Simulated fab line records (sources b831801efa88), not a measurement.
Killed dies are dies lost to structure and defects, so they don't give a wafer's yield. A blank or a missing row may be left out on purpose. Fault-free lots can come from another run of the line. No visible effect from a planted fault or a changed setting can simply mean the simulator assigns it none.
Which tool is to blame? | flow gf180mcu | 24 lots with 72 wafers sampled at 4 steps, on a route of 602 steps

== WHAT THE GAUGES SHOWED, per wafer ==
GF_V2_RS_MEAS_24: measures by four-point-probe. Usual: V2_W_RS 0.3295 ohm/sq, standard deviation 0.003.
lot  | measured     | on            | V2_W_RS (ohm/sq)     | flag
L074 | day 20 11:16 | film-metro-02 | 0.3298 0.3284 0.3261 |
L075 | day 20 19:14 | film-metro-01 | 0.3319 0.3337 0.3235 |
L076 | day 20 21:47 | film-metro-02 | 0.3293 0.3311 0.3274 |
L077 | day 21 08:37 | film-metro-01 | 0.3241 0.3174 0.3226 |
L078 | day 21 11:49 | film-metro-02 | 0.3288 0.3278 0.3292 |
L080 | day 22 19:54 | film-metro-01 | 0.3317 0.3262 0.3298 |
L079 | day 22 22:26 | film-metro-01 | 0.3285 0.3297 0.3310 |
L081 | day 23 01:22 | film-metro-02 | 0.3354 0.3275 0.3337 |
L082 | day 23 06:26 | film-metro-01 | 0.3338 0.3313 0.3303 |
L083 | day 23 23:57 | film-metro-01 | 0.3297 0.3291 0.3260 |
L085 | day 24 06:02 | film-metro-01 | 0.3279 0.3339 0.3280 |
L084 | day 24 07:28 | film-metro-03 | 0.3283 0.3311 0.3256 |
L086 | day 24 11:50 | film-metro-01 | 0.3292 0.3305 0.3277 |
L087 | day 24 15:20 | film-metro-01 | 0.3283 0.3311 0.3298 |
L088 | day 25 09:32 | film-metro-01 | 0.3333 0.3298 0.3279 |
L090 | day 26 01:23 | film-metro-02 | 0.3291 0.3295 0.3302 |
L089 | day 26 02:06 | film-metro-03 | 0.3279 0.3299 0.3314 |
L091 | day 26 18:02 | film-metro-01 | 0.3318 0.3311 0.3310 |
L092 | day 26 19:01 | film-metro-02 | 0.3302 0.3278 0.3298 |
L093 | day 26 19:32 | film-metro-03 | 0.3281 0.3289 0.3316 |
L094 | day 27 16:09 | film-metro-02 | 0.3290 0.3307 0.3282 |
L096 | day 27 20:08 | film-metro-02 | 0.3299 0.3287 0.3298 |
L095 | day 27 21:58 | film-metro-03 | 0.3323 0.3310 0.3319 |
L097 | day 28 03:38 | film-metro-03 | 0.3296 0.3331 0.3357 |

GF_M3_CD_MEAS_14 targets a cd of 280 nm. Usual: cd-nm at 280.0 nm, with a standard deviation of 1.4.
lot  | measured     | on        | cd-nm (nm)        | flag
L074 | day 21 11:43 | cd-sem-01 | 282.8 282.8 281.9 |
L075 | day 21 19:58 | cd-sem-02 | 280.6 279.7 279.2 |
L076 | day 21 22:27 | cd-sem-01 | 277.4 277.1 276.6 |
L077 | day 22 08:20 | cd-sem-02 | 280.0 279.2 279.7 |
L078 | day 22 12:05 | cd-sem-02 | 281.7 282.1 282.8 |
L080 | day 23 19:09 | cd-sem-01 | 279.6 280.8 278.0 |
L079 | day 23 21:46 | cd-sem-02 | 279.7 280.7 278.9 |
L081 | day 24 00:20 | cd-sem-02 | 280.0 280.2 279.8 |
L082 | day 24 05:21 | cd-sem-01 | 281.1 280.8 280.3 |
L083 | day 24 22:37 | cd-sem-01 | 279.6 280.4 280.8 |
L085 | day 25 04:21 | cd-sem-01 | 279.7 279.8 278.7 |
L084 | day 25 05:54 | cd-sem-02 | 282.2 282.8 282.9 |
L086 | day 25 09:38 | cd-sem-02 | 279.6 279.1 279.5 |
L087 | day 25 13:33 | cd-sem-02 | 279.6 281.2 281.3 |
L088 | day 26 06:37 | cd-sem-02 | 279.3 279.4 278.3 |
L090 | day 26 21:43 | cd-sem-02 | 280.2 280.7 280.4 |
L089 | day 27 00:25 | cd-sem-02 | 278.7 279.3 279.6 |
L091 | day 27 14:26 | cd-sem-02 | 280.7 279.4 280.6 |
L092 | day 27 15:42 | cd-sem-01 | 279.4 279.0 277.7 |
L093 | day 27 16:02 | cd-sem-02 | 280.6 281.3 281.7 |
L094 | day 28 12:08 | cd-sem-02 | 277.5 277.2 277.3 |
L096 | day 28 17:18 | cd-sem-01 | 281.2 281.3 281.8 |
L095 | day 28 17:39 | cd-sem-01 | 280.9 281.0 280.7 |
L097 | day 28 23:27 | cd-sem-01 | 278.2 279.3 278.5 |

GF_M3_OVL_MEAS_15. Usual: M3_OVL -4 nm, standard deviation 5.8.
lot  | measured     | on         | M3_OVL (nm) | flag
L074 | day 21 11:49 | overlay-02 | 1 9 0       |
L075 | day 21 20:05 | overlay-02 | -4 -6 -14   |
L076 | day 21 22:34 | overlay-02 | -7 -3 -6    |
L077 | day 22 08:27 | overlay-02 | 4 0 -10     |
L078 | day 22 12:12 | overlay-01 | 6 -7 1      |
L080 | day 23 19:16 | overlay-02 | 0 -6 1      |
L079 | day 23 21:53 | overlay-01 | -3 -5 -3    |
L081 | day 24 00:27 | overlay-01 | -20 -13 -11 |
L082 | day 24 05:28 | overlay-01 | -3 3 0      |
L083 | day 24 22:43 | overlay-02 | 2 -4 -4     |
L085 | day 25 04:28 | overlay-02 | 2 -1 1      |
L084 | day 25 06:01 | overlay-01 | -14 -16 -11 |
L086 | day 25 09:45 | overlay-01 | -16 -13 -12 |
L087 | day 25 13:40 | overlay-01 | 9 7 -3      |
L088 | day 26 06:43 | overlay-02 | -2 -8 -6    |
L090 | day 26 21:50 | overlay-01 | -2 1 5      |
L089 | day 27 00:32 | overlay-02 | 0 -2 -1     |
L091 | day 27 14:32 | overlay-01 | -1 -13 -8   |
L092 | day 27 15:49 | overlay-02 | -5 -9 -5    |
L093 | day 27 16:09 | overlay-01 | -6 2 -9     |
L094 | day 28 12:15 | overlay-02 | -5 -4 5     |
L096 | day 28 17:25 | overlay-01 | -1 -3 2     |
L095 | day 28 17:46 | overlay-01 | -11 -5 1    |
L097 | day 28 23:34 | overlay-01 | -3 -1 -1    |

GF_V3_THK_MEAS_25: measures by xrf. Usual: V3_W_THK 355 nm, standard deviation 4.1.
lot  | measured     | on            | V3_W_THK (nm) | flag
L074 | day 22 14:38 | film-metro-02 | 363 359 365   |
L075 | day 22 21:23 | film-metro-04 | 353 354 355   |
L076 | day 23 00:05 | film-metro-04 | 356 351 356   |
L077 | day 23 09:32 | film-metro-03 | 357 359 355   |
L078 | day 23 13:17 | film-metro-02 | 355 352 353   |
L080 | day 24 20:05 | film-metro-02 | 361 359 359   |
L079 | day 24 22:19 | film-metro-02 | 367 356 355   |
L081 | day 25 00:57 | film-metro-02 | 356 354 351   |
L082 | day 25 05:47 | film-metro-03 | 349 351 350   |
L083 | day 25 22:21 | film-metro-03 | 357 358 357   |
L085 | day 26 04:04 | film-metro-03 | 355 362 351   |
L084 | day 26 05:43 | film-metro-02 | 359 355 353   |
L086 | day 26 09:19 | film-metro-02 | 362 357 354   |
L087 | day 26 12:07 | film-metro-04 | 356 353 354   |
L088 | day 27 05:15 | film-metro-03 | 351 357 352   |
L090 | day 27 19:41 | film-metro-04 | 351 350 346   |
L089 | day 27 22:41 | film-metro-03 | 356 351 357   |
L091 | day 28 12:54 | film-metro-04 | 353 353 356   |
L092 | day 28 13:55 | film-metro-02 | 360 366 358   |
L093 | day 28 14:14 | film-metro-04 | 352 352 352   |
L094 | day 29 10:02 | film-metro-02 | 356 358 359   |
L096 | day 29 15:02 | film-metro-03 | 358 350 355   |
L095 | day 29 15:25 | film-metro-03 | 353 359 353   |
L097 | day 29 20:51 | film-metro-03 | 353 354 357   |

== WHAT TOOL EACH LOT RAN ON (gives the tool, then ch and the chambers of the sampled wafers, and finally the start) ==
No process step before these readings appears in the record.

== AS READ BY THE TOOLS THEMSELVES (means over the sampled wafers that have a number; for cases with no such wafer, the mark the record gives instead) ==
The record holds no such reading with a usual standard deviation.

== THE ANSWER, worked out from the rows above alone ==
Rule: lot off if the mean of its wafers having a number is beyond 3 standard deviations from the usual mean. A lot without any number at a reading at which 4 lots or more have one is off too. Where the step has rows for the other lots, those lots are counted as sound. First the gauges in route order, then the tools' own readings, where a lot's mean is used as printed above. At the first step where some lot is off, the reading lying furthest off is the one used; lots without a number count as furthest.
Across all readings shown, no lot is off: no conclusion can be drawn from this.

== WHAT THE SIMULATOR HAD INSERTED ==
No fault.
